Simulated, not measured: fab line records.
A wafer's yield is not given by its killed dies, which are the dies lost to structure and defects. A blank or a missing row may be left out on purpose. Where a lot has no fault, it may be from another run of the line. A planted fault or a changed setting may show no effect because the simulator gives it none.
fab line records ; flow sky130
record: lots: 6; wafers: 18; last_day: 49
route steps=708 shown LDD_P@263 LDD_HVN@267 LDD_HVP@278 PAD_OPEN@708
lots with no fault: from the same line, run without faults
start_h: hours from the record's first day to the start of the lot's first wafer shown ; wait_h: hours since the lot's step before ; " the same as in the row above ; L1.1+2: several wafers, shown together as one row ; - no value present, or no start provided ; * or withheld: withheld ; < > ~ a bound
route shown NAME@n: NAME is a module with steps in the file, n the number in the route of the first one ; usual: mean and standard deviation over wafers with no fault ; same: alike in all rows ; chamber/n: place in a boat ; sites: per-site readings ; _std_site: their standard deviation ; _edge_site: outer sites' mean less inner sites' ; radius_mm: for every site, how far away it sits from the centre of the wafer ; mask NAME#n: copy n ; behind: the most recent tool/chamber to have shaped the wafer ; hold: why the lot went on hold/how many hours it stayed there/how the hold came to an end ; device: the transistor (n, p or np) that didn't switch ; end of line: tests of these same wafers at the route's end ; for a step that has no rows: nothing shown but its recipe ; killed: not the wafer's yield, but the dies lost to structure and defects at the first sort ; map: a wafer's dies, marking killed ones x, the rest . and places with no die _
set.NAME: the run value of the setting; set.NAME@STEP: its run value at that earlier step ; model.NAME: the simulator's own value behind a step, which no gauge read
lots at some steps of the route; a table a step, a row a wafer
services: when a tool's chamber went out of use (start_h, in hours from the record's first day, below 0 if earlier), for how many hours, and the reason
== steps ==
step: SKY_LDD_P_OVL_MEAS_08
usual: LDD_P_OVL: -0.8/1.3
lot.wafer;tool;chamber;start_h;wait_h;LDD_P_OVL[nm]
L697.1;overlay-02;-;444.80;0.1;-1.7
L697.2;overlay-02;-;444.80;0.1;-2.6
L697.4;overlay-02;-;444.80;0.1;-1.0
L699.1;overlay-01;-;466.95;0.1;0.0
L699.3;overlay-01;-;466.95;0.1;2.3
L699.5;overlay-01;-;466.95;0.1;2.0
L707.1;overlay-01;-;531.72;0.1;-2.8
L707.5;overlay-01;-;531.72;0.1;-1.0
L707.6;overlay-01;-;531.72;0.1;-0.5
L709.2;overlay-02;-;548.05;0.1;-0.1
L709.3;overlay-02;-;548.05;0.1;1.0
L709.5;overlay-02;-;548.05;0.1;-1.2
L715.2;overlay-01;-;601.02;0.1;2.0
L715.3;overlay-01;-;601.02;0.1;1.9
L715.4;overlay-01;-;601.02;0.1;0.4
L716.2;overlay-02;-;609.05;0.1;-1.2
L716.5;overlay-02;-;609.05;0.1;-2.0
L716.6;overlay-02;-;609.05;0.1;-1.2
step: SKY_LDD_P_IMPLANT_09
recipe: species: BF2; energy_kev: 25; dose_cm2: 1e+13; tilt_deg: withheld
step: SKY_LDD_P_STRIP_10
recipe: chemistry: O2/N2; power_w: 1400; pressure_mtorr: 1500; platen_temp_c: withheld; o2_flow_sccm: 3000; n2_flow_sccm: 300; overash_fraction: 0.5
usual: drypump_motor_current_A: 5.8/0.51; o2_flow_sccm: 3000/9.6; oes_product_au: 0.716/0.0042; strip_time_to_endpoint_s: 14.19/0.043
lot.wafer;tool;chamber;start_h;wait_h;drypump_motor_current_A;o2_flow_sccm;oes_product_au;rf_hours_counter_h;strip_time_to_endpoint_s
L697.1;plasma_asher-03;1;444.99;0.1;5.5;2983;0.721;61;14.29
L697.2;plasma_asher-03;0;444.99;0.1;6.6;2993;0.715;61;14.26
L697.4;plasma_asher-03;1;444.99;0.1;5.5;2991;0.719;-;14.23
L699.1;plasma_asher-01;0;467.13;0.1;5.3;3007;0.719;3;14.19
L699.3;plasma_asher-01;0;467.13;0.1;5.2;3008;0.717;-;14.20
L699.5;plasma_asher-01;0;467.13;0.1;5.3;2997;0.714;-;14.24
L707.1;plasma_asher-01;1;531.90;0.1;5.6;2995;0.717;9;14.17
L707.5;plasma_asher-01;0;531.90;0.1;5.3;3004;0.717;-;14.14
L707.6;plasma_asher-01;1;531.90;0.1;5.6;2997;0.716;-;14.16
L709.2;plasma_asher-03;1;548.23;0.1;5.6;2981;0.719;72;14.19
L709.3;plasma_asher-03;0;548.23;0.1;6.7;3014;0.714;-;14.21
L709.5;plasma_asher-03;0;548.23;0.1;6.7;3011;0.720;-;14.16
L715.2;plasma_asher-02;0;601.20;0.1;5.3;2993;0.723;44;14.10
L715.3;plasma_asher-02;1;601.20;0.1;5.7;2997;0.721;-;14.13
L715.4;plasma_asher-02;0;601.20;0.1;5.3;2999;0.720;-;14.17
L716.2;plasma_asher-02;1;609.23;0.1;5.7;2997;0.714;45;14.17
L716.5;plasma_asher-02;1;609.23;0.1;5.7;3001;0.711;-;14.16
L716.6;plasma_asher-02;0;609.23;0.1;5.3;2998;0.713;-;14.17
step: SKY_LDD_P_TW_MEAS_11
usual: LDD_P_TW: 640/5.6
lot.wafer;tool;chamber;start_h;wait_h;LDD_P_TW
L697.1;film_metro-03;-;445.09;0.1;634
L697.2;film_metro-03;-;445.09;0.1;638
L697.4;film_metro-03;-;445.09;0.1;636
L699.1;film_metro-01;-;467.23;0.1;646
L699.3;film_metro-01;-;467.23;0.1;647
L699.5;film_metro-01;-;467.23;0.1;646
L707.1;film_metro-04;-;532.00;0.1;641
L707.5;film_metro-04;-;532.00;0.1;637
L707.6;film_metro-04;-;532.00;0.1;638
L709.2;film_metro-01;-;548.34;0.1;637
L709.3;film_metro-01;-;548.34;0.1;641
L709.5;film_metro-01;-;548.34;0.1;644
L715.2;film_metro-01;-;601.31;0.1;645
L715.3;film_metro-01;-;601.31;0.1;649
L715.4;film_metro-01;-;601.31;0.1;647
L716.2;film_metro-01;-;609.34;0.1;645
L716.5;film_metro-01;-;609.34;0.1;652
L716.6;film_metro-01;-;609.34;0.1;646
step: SKY_LDD_HVN_DEHYDRATE_00
recipe: temp_c: 200; time_s: 60
step: SKY_LDD_HVN_HMDS_01
recipe: prime_time_s: 60; prime_temp_c: 120
step: SKY_LDD_HVN_COAT_02
recipe: resist: NOVOLAK; spin_rpm: 3000; resist_thk_nm: 300
step: SKY_LDD_HVN_SOFTBAKE_03
recipe: temp_c: 90; time_s: 60; resist: NOVOLAK
step: SKY_LDD_HVN_EXPOSE_04
recipe: mask_id: HVNTM; na: 0.6; source_shape: conventional; sigma_outer: 0.6; polarization: unpolarized; target_cd_nm: 700; dose_mj: 127
step: SKY_LDD_HVN_PEB_05
recipe: temp_c: withheld; time_s: *; resist: NOVOLAK
step: SKY_LDD_HVN_DEVELOP_06
recipe: resist: NOVOLAK; developer: TMAH; develop_time_s: 60; dev_temp_c: 23
step: SKY_LDD_HVN_OVL_MEAS_07
usual: LDD_HVN_OVL: 0.0/1.4
lot.wafer;tool;chamber;start_h;wait_h;LDD_HVN_OVL[nm]
L697.1;overlay-02;-;475.99;0.1;-0.7
L697.2;overlay-02;-;475.99;0.1;-0.4
L697.4;overlay-02;-;475.99;0.1;1.4
L699.1;overlay-01;-;497.35;0.1;0.0
L699.3;overlay-01;-;497.35;0.1;-1.6
L699.5;overlay-01;-;497.35;0.1;0.3
L707.1;overlay-01;-;561.80;0.1;0.3
L707.5;overlay-01;-;561.80;0.1;-0.2
L707.6;overlay-01;-;561.80;0.1;0.5
L709.2;overlay-01;-;578.04;0.1;2.8
L709.3;overlay-01;-;578.04;0.1;0.1
L709.5;overlay-01;-;578.04;0.1;2.4
L715.2;overlay-01;-;630.45;0.1;-0.4
L715.3;overlay-01;-;630.45;0.1;-1.2
L715.4;overlay-01;-;630.45;0.1;1.3
L716.2;overlay-01;-;637.79;0.1;-1.0
L716.5;overlay-01;-;637.79;0.1;-0.1
L716.6;overlay-01;-;637.79;0.1;0.7
step: SKY_LDD_HVN_IMPLANT_08
recipe: species: P; energy_kev: 60; dose_cm2: 3e+13; tilt_deg: 40
usual: beam_energy_keV: 59.998/0.02
lot.wafer;tool;chamber;start_h;wait_h;beam_energy_keV;model.implant.rp_nm;model.implant.drp_nm
L697.1;implanter-01;0;476.02;0.0;60.007;55.86;28.15
L697.2;implanter-01;0;476.02;0.0;59.999;55.86;28.15
L697.4;implanter-01;0;476.02;0.0;60.000;55.86;28.15
L699.1;implanter-03;0;497.38;0.0;60.001;56.84;28.15
L699.3;implanter-03;0;497.38;0.0;59.988;56.84;28.15
L699.5;implanter-03;0;497.38;0.0;59.987;56.84;28.15
L707.1;implanter-01;0;561.83;0.0;67.748;62.46;31.33
L707.5;implanter-01;0;561.83;0.0;67.782;62.46;31.33
L707.6;implanter-01;0;561.83;0.0;67.779;62.46;31.33
L709.2;implanter-01;0;578.10;0.0;67.776;66.86;31.33
L709.3;implanter-01;0;578.10;0.0;67.772;66.86;31.33
L709.5;implanter-01;0;578.10;0.0;67.750;66.86;31.33
L715.2;implanter-04;0;630.51;0.0;59.984;55.84;28.15
L715.3;implanter-04;0;630.51;0.0;59.992;55.84;28.15
L715.4;implanter-04;0;630.51;0.0;60.004;55.84;28.15
L716.2;implanter-03;0;637.85;0.0;60.015;54.41;28.15
L716.5;implanter-03;0;637.85;0.0;59.988;54.41;28.15
L716.6;implanter-03;0;637.85;0.0;59.995;54.41;28.15
step: SKY_LDD_HVN_STRIP_09
recipe: chemistry: O2/N2; power_w: 1400; pressure_mtorr: 1500; platen_temp_c: withheld; o2_flow_sccm: 3000; n2_flow_sccm: 300; overash_fraction: 0.5
usual: drypump_motor_current_A: 5.9/0.5; o2_flow_sccm: 2999/8.3; oes_product_au: 0.408/0.0041; strip_time_to_endpoint_s: 4.130/0.013
lot.wafer;tool;chamber;start_h;wait_h;drypump_motor_current_A;o2_flow_sccm;oes_product_au;rf_hours_counter_h;strip_time_to_endpoint_s
L697.1;plasma_asher-02;0;476.17;0.1;5.3;3001;0.404;32;4.144
L697.2;plasma_asher-02;1;476.17;0.1;5.7;2986;0.409;32;4.131
L697.4;plasma_asher-02;1;476.17;0.1;5.7;2990;0.415;-;4.153
L699.1;plasma_asher-02;1;497.53;0.1;5.7;3014;0.408;35;4.141
L699.3;plasma_asher-02;1;497.53;0.1;5.8;2994;0.411;-;4.167
L699.5;plasma_asher-02;0;497.53;0.1;5.3;2997;0.402;-;4.119
L707.1;plasma_asher-03;1;561.98;0.1;5.6;2998;0.404;73;4.113
L707.5;plasma_asher-03;1;561.98;0.1;5.6;3000;0.415;-;4.129
L707.6;plasma_asher-03;0;561.98;0.1;6.7;2997;0.407;-;4.127
L709.2;plasma_asher-02;1;578.22;0.1;5.7;2982;0.414;42;4.140
L709.3;plasma_asher-02;0;578.22;0.1;5.3;2988;0.414;-;4.155
L709.5;plasma_asher-02;0;578.22;0.1;5.3;2993;0.403;-;4.135
L715.2;plasma_asher-04;1;630.63;0.1;6.2;3011;0.407;97;4.117
L715.3;plasma_asher-04;1;630.63;0.1;6.2;3005;0.408;-;4.146
L715.4;plasma_asher-04;0;630.63;0.1;5.9;2989;0.407;-;4.124
L716.2;plasma_asher-03;0;637.97;0.1;6.7;3010;0.411;80;4.128
L716.5;plasma_asher-03;1;637.97;0.1;5.5;3024;0.405;-;4.135
L716.6;plasma_asher-03;0;637.97;0.1;6.7;2994;0.403;-;4.149
step: SKY_LDD_HVN_TW_MEAS_10
usual: LDD_HVN_TW: 1445/9.6
lot.wafer;tool;chamber;start_h;wait_h;LDD_HVN_TW
L697.1;film_metro-01;-;476.27;0.1;1462
L697.2;film_metro-01;-;476.27;0.1;1466
L697.4;film_metro-01;-;476.27;0.1;1459
L699.1;film_metro-01;-;497.63;0.1;1449
L699.3;film_metro-01;-;497.63;0.1;1453
L699.5;film_metro-01;-;497.63;0.1;1453
L707.1;film_metro-02;-;562.08;0.1;1493
L707.5;film_metro-02;-;562.08;0.1;1501
L707.6;film_metro-02;-;562.08;0.1;1492
L709.2;film_metro-02;-;578.33;0.1;1485
L709.3;film_metro-02;-;578.33;0.1;1489
L709.5;film_metro-02;-;578.33;0.1;1484
L715.2;film_metro-01;-;630.74;0.1;1447
L715.3;film_metro-01;-;630.74;0.1;1456
L715.4;film_metro-01;-;630.74;0.1;1452
L716.2;film_metro-01;-;638.08;0.1;1459
L716.5;film_metro-01;-;638.08;0.1;1463
L716.6;film_metro-01;-;638.08;0.1;1463
step: SKY_LDD_HVP_DEHYDRATE_00
recipe: temp_c: 200; time_s: 60
step: SKY_PAD_OPEN_PROBE_99
usual: killed_at_M0_to_M3: 43/7; killed_at_M4_up: 3.1/2; killed_at_contacts: 24/5.3; killed_at_front_end: 15/4.2; killed_at_other: 0.4/0.66; killed_dies: 86/9.5; killed_open: 47/7.4; killed_short: 38/6.2
same: gross_dies: 492; killed_at_back_side: 0
lot.wafer;tool;chamber;start_h;wait_h;killed_at_M0_to_M3;killed_at_M4_up;killed_at_contacts;killed_at_front_end;killed_at_other;killed_dies;killed_open;killed_short;model.etest.tip_n_5v.rs_ohm_sq;model.etest.nfet_g5v0d10v5.vt_sat_v
L697.1;prober-02;-;1082.91;0.1;43;4;24;11;1;83;48;35;1421;0.7758
L697.2;prober-02;-;1082.96;0.1;45;2;19;14;0;80;44;36;1407;0.7794
L697.4;prober-02;-;1083.06;0.2;31;4;19;16;0;70;42;28;1415;0.7743
L699.1;prober-02;-;1097.15;0.1;45;3;24;9;0;81;42;39;1358;0.7484
L699.3;prober-02;-;1097.25;0.2;42;3;27;14;0;86;52;32;1368;0.7553
L699.5;prober-02;-;1097.35;0.2;51;0;25;11;2;89;49;36;1365;0.7401
L707.1;prober-02;-;1139.55;0.1;40;1;25;16;0;82;49;33;1326;0.7536
L707.5;prober-02;-;1139.75;0.2;47;4;29;19;0;99;52;47;1328;0.7587
L707.6;prober-02;-;1139.80;0.2;43;3;31;15;1;93;51;42;1333;0.7615
L709.2;prober-01;-;1150.12;0.1;41;3;25;19;1;89;32;57;1279;0.7401
L709.3;prober-01;-;1150.17;0.2;35;2;32;14;0;83;51;32;1299;0.7471
L709.5;prober-01;-;1150.27;0.2;48;4;28;12;0;92;52;40;1294;0.7327
L715.2;prober-01;-;1181.77;0.1;42;3;23;17;1;86;42;43;1384;0.7412
L715.3;prober-01;-;1181.82;0.2;45;6;31;22;0;104;60;44;1378;0.7494
L715.4;prober-01;-;1181.87;0.2;45;3;26;15;1;90;56;34;1376;0.7412
L716.2;prober-02;-;1185.07;0.1;41;2;23;28;0;94;53;41;1359;0.7459
L716.5;prober-02;-;1185.22;0.2;36;1;25;18;2;82;48;32;1366;0.758
L716.6;prober-02;-;1185.27;0.2;42;1;39;13;0;95;48;47;1379;0.7606
killed by level:class
L697.1 CONTACT:geometric_particle:short=10 VIA1:geometric_particle:open=10 CONTACT:geometric_particle:open=9 VIA2:geometric_particle:open=9 POLY_GATE:geometric_particle:open=6 METAL2:geometric_particle:short=5 VIA3:geometric_particle:open=5 LI_CONTACT:geometric_particle:open=4
L697.2 VIA2:geometric_particle:open=11 CONTACT:geometric_particle:open=7 FIELD_ISO:geometric_particle:open=6 VIA1:geometric_particle:short=6 VIA1:geometric_particle:open=5 METAL3:geometric_particle:short=5 CONTACT:geometric_particle:short=4 LOCAL_INTERCONNECT:geometric_particle:short=4
L697.4 VIA3:geometric_particle:open=8 CONTACT:geometric_particle:open=7 POLY_GATE:geometric_particle:open=7 LI_CONTACT:geometric_particle:open=5 CONTACT:geometric_particle:short=5 VIA1:geometric_particle:open=5 METAL2:geometric_particle:short=4 FIELD_ISO:geometric_particle:short=3
L699.1 CONTACT:geometric_particle:open=11 VIA1:geometric_particle:open=11 VIA1:geometric_particle:short=8 CONTACT:geometric_particle:short=5 VIA3:geometric_particle:short=5 METAL2:geometric_particle:short=5 LI_CONTACT:geometric_particle:open=4 VIA3:geometric_particle:open=4
L699.3 VIA1:geometric_particle:open=14 LI_CONTACT:geometric_particle:open=11 VIA3:geometric_particle:open=8 CONTACT:geometric_particle:open=7 METAL1:geometric_particle:short=5 FIELD_ISO:geometric_particle:open=4 CONTACT:geometric_particle:short=4 VIA1:geometric_particle:short=4
L699.5 CONTACT:geometric_particle:open=12 VIA1:geometric_particle:open=10 METAL2:geometric_particle:short=9 LI_CONTACT:geometric_particle:open=7 VIA3:geometric_particle:open=7 METAL1:geometric_particle:short=5 VIA1:geometric_particle:short=5 VIA2:geometric_particle:open=5
L707.1 CONTACT:geometric_particle:open=10 VIA3:geometric_particle:open=8 VIA2:geometric_particle:open=8 FIELD_ISO:geometric_particle:open=6 CONTACT:geometric_particle:short=6 VIA1:geometric_particle:open=6 VIA3:geometric_particle:short=5 FIELD_ISO:geometric_particle:short=4
L707.5 METAL2:geometric_particle:short=13 LI_CONTACT:geometric_particle:open=9 CONTACT:geometric_particle:open=9 VIA1:geometric_particle:open=9 CONTACT:geometric_particle:short=8 VIA2:geometric_particle:open=8 POLY_GATE:geometric_particle:short=5 FIELD_ISO:geometric_particle:open=4
L707.6 METAL1:geometric_particle:short=11 CONTACT:geometric_particle:open=9 VIA1:geometric_particle:open=9 LI_CONTACT:geometric_particle:open=8 LOCAL_INTERCONNECT:geometric_particle:short=7 VIA3:geometric_particle:open=6 FIELD_ISO:geometric_particle:open=5 POLY_GATE:geometric_particle:open=4
L709.2 CONTACT:geometric_particle:short=10 FIELD_ISO:geometric_particle:short=9 VIA1:geometric_particle:open=9 METAL1:geometric_particle:short=8 FIELD_ISO:geometric_particle:open=7 VIA3:geometric_particle:short=5 LI_CONTACT:geometric_particle:short=4 LOCAL_INTERCONNECT:geometric_particle:short=4
L709.3 VIA1:geometric_particle:open=12 CONTACT:geometric_particle:open=12 LI_CONTACT:geometric_particle:open=7 VIA3:geometric_particle:open=6 FIELD_ISO:geometric_particle:short=5 METAL1:geometric_particle:short=5 POLY_GATE:geometric_particle:open=4 LI_CONTACT:geometric_particle:short=4
L709.5 LI_CONTACT:geometric_particle:open=10 VIA3:geometric_particle:open=10 VIA2:geometric_particle:open=9 VIA1:geometric_particle:short=8 CONTACT:geometric_particle:open=8 VIA1:geometric_particle:open=6 CONTACT:geometric_particle:short=5 METAL2:geometric_particle:short=5
L715.2 VIA1:geometric_particle:open=12 CONTACT:geometric_particle:open=10 METAL2:geometric_particle:short=10 LI_CONTACT:geometric_particle:open=6 POLY_GATE:geometric_particle:short=5 FIELD_ISO:geometric_particle:short=4 LI_CONTACT:geometric_particle:short=4 VIA1:geometric_particle:short=4
L715.3 VIA1:geometric_particle:open=12 LI_CONTACT:geometric_particle:open=12 CONTACT:geometric_particle:open=9 METAL1:geometric_particle:short=7 VIA3:geometric_particle:open=7 FIELD_ISO:geometric_particle:short=6 FIELD_ISO:geometric_particle:open=5 CONTACT:geometric_particle:short=5
L715.4 VIA1:geometric_particle:open=12 CONTACT:geometric_particle:open=10 METAL2:geometric_particle:short=7 LI_CONTACT:geometric_particle:open=6 VIA3:geometric_particle:open=6 FIELD_ISO:geometric_particle:open=5 LOCAL_INTERCONNECT:geometric_particle:short=5 VIA2:geometric_particle:open=5
L716.2 VIA3:geometric_particle:open=11 FIELD_ISO:geometric_particle:open=8 LI_CONTACT:geometric_particle:open=7 POLY_GATE:geometric_particle:open=7 METAL2:geometric_particle:short=7 METAL1:geometric_particle:short=7 CONTACT:geometric_particle:short=6 VIA1:geometric_particle:open=5
L716.5 CONTACT:geometric_particle:open=13 VIA1:geometric_particle:open=9 FIELD_ISO:geometric_particle:open=6 METAL1:geometric_particle:short=6 POLY_GATE:geometric_particle:short=5 LI_CONTACT:geometric_particle:open=5 VIA3:geometric_particle:open=5 CONTACT:geometric_particle:short=4
L716.6 CONTACT:geometric_particle:open=11 LOCAL_INTERCONNECT:geometric_particle:short=10 VIA3:geometric_particle:open=10 VIA1:geometric_particle:open=9 LI_CONTACT:geometric_particle:open=6 CONTACT:geometric_particle:short=6 LI_CONTACT:geometric_particle:short=5 METAL2:geometric_particle:short=5
== services ==
tool;chamber;start_h;hours;kind
plasma_asher-01;-;421.25;9.0;pm
plasma_asher-01;0;421.25;9.0;vent_cycle
plasma_asher-01;1;421.25;9.0;vent_cycle
plasma_asher-01;0;430.25;-;clean
plasma_asher-01;1;430.25;-;clean
implanter-03;-;459.02;6.3;repair
plasma_asher-04;-;459.88;1.3;repair
plasma_asher-01;-;480.96;14.6;pm
implanter-03;-;488.87;6.2;repair
implanter-04;-;495.68;4.4;pm
implanter-04;-;512.76;3.7;pm
plasma_asher-04;-;512.98;0.6;repair
implanter-01;-;518.52;4.4;pm
plasma_asher-02;-;523.35;11.1;repair
implanter-03;-;532.85;2.6;repair
plasma_asher-03;-;569.07;1.4;repair
plasma_asher-02;-;578.45;1.5;repair
plasma_asher-03;-;625.50;5.5;repair
implanter-03;-;627.89;1.0;repair
implanter-03;-;628.92;1.8;pm
implanter-03;-;630.73;3.9;pm
plasma_asher-03;-;630.99;2.8;pm
== key ==
first_sign: step: SKY_LDD_HVN_IMPLANT_08; reading: beam_energy_keV; direction: up; sigmas: 99+; usual: *; struck: *
effect: step: SKY_LDD_HVN_TW_MEAS_10; reading: LDD_HVN_TW; direction: up; sigmas: 4.8; usual: 1445; struck: 1491
model_effect: step: SKY_LDD_HVN_IMPLANT_08; value: implant.rp_nm; without: 57.08; struck: 64.66
model_effect: step: SKY_PAD_OPEN_PROBE_99; value: etest.tip_n_5v.rs_ohm_sq; without: 1380; struck: 1310
met_at SKY_LDD_HVN_IMPLANT_08
struck_wafers L707.1,L707.5,L707.6,L709.2,L709.3,L709.5
tester_left_out L707,L709
onset_between 476.02 561.83
fault: kind: process_parameter_drift; tool: implanter-01; chamber: -; onset_h: 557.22; steps: SKY_LDD_HVN_IMPLANT_08; channel: energy_kev; offset: *; shape: step; end_h: 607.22; acts_in: *; stated: *
tester_left_out: of these lots the tester's yield and bins aren't shown, on N5 and GAA mostly nor the transistor test; their killed dies are dies lost to structure and defects alone, not to doping, threshold or leakage, so they don't give the yield
